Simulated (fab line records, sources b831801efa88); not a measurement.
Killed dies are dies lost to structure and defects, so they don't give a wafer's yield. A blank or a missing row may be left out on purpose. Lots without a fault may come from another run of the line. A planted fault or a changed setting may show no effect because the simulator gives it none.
Which tool did it? | flow gf180mcu | 12 lots, 36 wafers sampled, at 6 steps of a route of 602

WHAT THE GAUGES READ, wafer by wafer
GF_NWELL_TW_MEAS_11. Usual: NWELL_TW 1586, standard deviation 9.5.
lot  | measured    | on            | NWELL_TW                      | flag
L882 | day 3 08:19 | film_metro-02 | 1593 1593 1597                |
L883 | day 3 13:38 | film_metro-04 | 1589 1587 1584                |
L884 | day 3 17:47 | film_metro-02 | 1599 1591 1595                |
L887 | day 4 09:59 | film_metro-04 | 1592 1590 1600                |
L888 | day 4 16:44 | film_metro-04 | 1596 1595 1591                |
L889 | day 4 22:07 | film_metro-04 | 1597 1591 1583                |
L890 | day 5 04:18 | film_metro-03 | 1579 1568 1574                |
L891 | day 5 09:34 | film_metro-04 | 1588 1597 1588                |
L893 | day 5 21:49 | film_metro-02 | 1581 1579 1579                |
L898 | day 6 20:44 | film_metro-03 | 1745 1729 1738 1738 1740 1741 | OFF
L902 | day 7 22:27 | film_metro-02 | 1740 1738 1739 1732 1736 1738 | OFF
L905 | day 8 20:54 | film_metro-04 | 1577 1585 1578                |

GF_VT_IMPLANT_RS_MEAS_47: measures by four-point-probe. Usual: NWELL_RS 488.2 ohm/sq, standard deviation 1.2.
lot  | measured     | on            | NWELL_RS (ohm/sq)                   | flag
L882 | day 7 15:16  | film_metro-04 | 487.9 489.1 489.9                   |
L883 | day 7 22:40  | film_metro-04 | 488.2 488.1 489.5                   |
L884 | day 8 00:50  | film_metro-04 | 487.1 488.8 488.0                   |
L887 | day 8 20:35  | film_metro-02 | 487.0 487.8 486.0                   |
L888 | day 9 05:57  | film_metro-04 | 490.5 489.9 490.2                   |
L889 | day 9 12:27  | film_metro-03 | 487.7 489.0 488.1                   |
L890 | day 9 20:46  | film_metro-02 | 489.6 487.8 488.5                   |
L891 | day 10 02:31 | film_metro-03 | 489.4 489.1 489.6                   |
L893 | day 10 18:10 | film_metro-03 | 488.7 489.8 488.0                   |
L898 | day 11 22:50 | film_metro-02 | 637.3 637.0 638.4 636.3 636.4 639.0 | OFF
L902 | day 13 07:08 | film_metro-04 | 639.5 637.8 637.2 638.8 637.9 636.7 | OFF
L905 | day 14 09:40 | film_metro-04 | 487.7 488.4 486.9                   |

GF_HV_LDD_OVL_MEAS_08. Usual: HV_LDD_OVL -0.1 nm, standard deviation 1.6.
lot  | measured     | on         | HV_LDD_OVL (nm) | flag
L882 | day 10 03:12 | overlay-01 | -1.6 -0.1 0.3   |
L883 | day 10 11:24 | overlay-01 | 2.1 2.4 2.3     |
L884 | day 10 12:40 | overlay-01 | -1.0 -0.9 -1.2  |
L887 | day 11 10:44 | overlay-02 | -0.7 -2.9 -3.2  |
L888 | day 11 18:10 | overlay-02 | -0.3 -2.2 -1.6  |
L889 | day 12 03:41 | overlay-01 | 1.9 -1.2 2.9    |
L890 | day 12 12:58 | overlay-01 | 0.3 -1.3 0.4    |
L891 | day 12 17:22 | overlay-01 | 1.1 1.9 0.5     |
L893 | day 13 11:39 | overlay-02 | -1.4 -0.7 -1.2  |
L905 | day 17 12:36 | overlay-02 | -2.8 -2.5 -2.3  |

GF_M1_RS_MEAS_05: measures by four-point-probe. Usual: M1_ALCU_RS 0.0696 ohm/sq, standard deviation 0.00095.
lot  | measured     | on            | M1_ALCU_RS (ohm/sq)  | flag
L882 | day 16 07:32 | film_metro-01 | 0.0717 0.0699 0.0696 |
L883 | day 16 15:50 | film_metro-04 | 0.0686 0.0686 0.0694 |
L884 | day 16 20:13 | film_metro-02 | 0.0700 0.0686 0.0684 |
L887 | day 17 20:58 | film_metro-04 | 0.0694 0.0698 0.0686 |
L888 | day 18 06:25 | film_metro-02 | 0.0685 0.0689 0.0697 |
L889 | day 18 18:39 | film_metro-01 | 0.0702 0.0696 0.0695 |
L890 | day 19 04:34 | film_metro-01 | 0.0697 0.0710 0.0710 |
L891 | day 19 09:32 | film_metro-01 | 0.0693 0.0695 0.0688 |
L893 | day 20 10:35 | film_metro-01 | 0.0679 0.0677 0.0701 |
L905 | day 24 17:25 | film_metro-04 | 0.0700 0.0703 0.0700 |

WHICH TOOL RAN EACH LOT (tool, then ch and the chambers of the sampled wafers, then the start)
lot  | GF_NWELL_IMPLANT_08            | GF_M1_SPUTTER_00
L882 | implanter-03 ch 0, day 3 07:55 | pvd_sputter-03, day 16 07:19
L883 | implanter-02 ch 0, day 3 13:14 | pvd_sputter-01, day 16 15:37
L884 | implanter-01 ch 0, day 3 17:23 | pvd_sputter-01, day 16 19:59
L887 | implanter-02 ch 0, day 4 09:37 | pvd_sputter-04, day 17 20:44
L888 | implanter-03 ch 0, day 4 16:22 | pvd_sputter-01, day 18 06:11
L889 | implanter-01 ch 0, day 4 21:43 | pvd_sputter-04, day 18 18:24
L890 | implanter-02 ch 0, day 5 03:56 | pvd_sputter-03, day 19 04:18
L891 | implanter-01 ch 0, day 5 09:12 | pvd_sputter-04, day 19 09:16
L893 | implanter-03 ch 0, day 5 21:25 | pvd_sputter-01, day 20 10:22
L898 | implanter-02 ch 0, day 6 20:20 | -
L902 | implanter-02 ch 0, day 7 22:03 | -
L905 | implanter-01 ch 0, day 8 20:30 | pvd_sputter-03, day 24 17:11
- GF_NWELL_IMPLANT_08
- GF_M1_SPUTTER_00: material Ti, target thk 37.5 nm, time 150 s.

WHAT THE TOOLS THEMSELVES READ (means of the sampled wafers that have a number; where no wafer has one, the mark that the record gives instead)
GF_NWELL_IMPLANT_08. Usual: tilt_deg 0.005 degrees, standard deviation 0.019.
lot  | tool         | tilt_deg (degrees) | flag
L882 | implanter-03 | 0.002              |
L883 | implanter-02 | 0.009              |
L884 | implanter-01 | 0.001              |
L887 | implanter-02 | 0.001              |
L888 | implanter-03 | 0.009              |
L889 | implanter-01 | -0.004             |
L890 | implanter-02 | -0.014             |
L891 | implanter-01 | 0.016              |
L893 | implanter-03 | 0.011              |
L898 | implanter-02 | 3.488              | OFF
L902 | implanter-02 | 3.515              | OFF
L905 | implanter-01 | 0.020              |

GF_M1_SPUTTER_00. Usual: cathode_dc_power_W 4000.0 W, standard deviation 0.68; chamber_pressure_pa 2.000 Pa, standard deviation 0.0039; throttle_valve_pct 30.1 %, standard deviation 1.1.
lot  | tool           | cathode_dc_power_W (W) | chamber_pressure_pa (Pa) | throttle_valve_pct (%) | flag
L882 | pvd_sputter-03 | 4000.5                 | 1.998                    | 29.8                   |
L883 | pvd_sputter-01 | 3999.7                 | 2.003                    | 29.6                   |
L884 | pvd_sputter-01 | 4000.3                 | 2.000                    | 29.7                   |
L887 | pvd_sputter-04 | 3999.8                 | 1.998                    | 29.9                   |
L888 | pvd_sputter-01 | 4000.6                 | 1.997                    | 29.7                   |
L889 | pvd_sputter-04 | 3999.8                 | 2.001                    | 30.9                   |
L890 | pvd_sputter-03 | 3999.9                 | 2.000                    | 30.4                   |
L891 | pvd_sputter-04 | 4000.3                 | 1.999                    | 30.0                   |
L893 | pvd_sputter-01 | 3999.0                 | 1.999                    | 30.6                   |
L905 | pvd_sputter-03 | 3999.9                 | 2.001                    | 30.7                   |

THE ANSWER, worked out from the rows above alone
Rule: a lot is off if the mean of its wafers that have a number lies more than 3 standard deviations from the usual mean. A lot without any number at a reading at which 4 lots or more have one is off too. The other lots that the step has rows for count as sound. The gauges are gone through in route order, then the tools' own readings, and for those a lot's mean is taken as printed above. The first step at which some lot is off is used, and at that step the reading that is off furthest; a lot without a number counts as furthest.
Off: L898, L902, at GF_NWELL_TW_MEAS_11 (NWELL_TW).
A tool fits if, at a process step before that reading, it ran every lot that is off, and no sound lot after the first of them. The gauges at GF_NWELL_TW_MEAS_11 aren't tried: what is off there is off at GF_NWELL_IMPLANT_08 too, on other tools, and a gauge's error can't cause that. One fits: implanter-02 at GF_NWELL_IMPLANT_08. Its last sound lot is L890 (day 5 03:56), its first lot that is off L898 (day 6 20:20): a fault that began between those two fits.
The tool's own readings at GF_NWELL_IMPLANT_08 bear it out: on the lots that are off they differ by more than 5 times the standard deviation of the sound lots' means. tilt_deg reads 3.502 degrees there against 0.005 degrees on the sound lots.

WHAT THE SIMULATOR HAD PUT IN
Process parameter drift: implanter-02, from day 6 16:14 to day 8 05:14, at GF_NWELL_IMPLANT_08. Setting tilt_deg, moved by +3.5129, from 0. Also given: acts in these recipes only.
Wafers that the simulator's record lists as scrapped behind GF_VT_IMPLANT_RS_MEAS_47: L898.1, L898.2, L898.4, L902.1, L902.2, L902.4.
Lots struck among those shown: L898, L902. The rule above found the same.
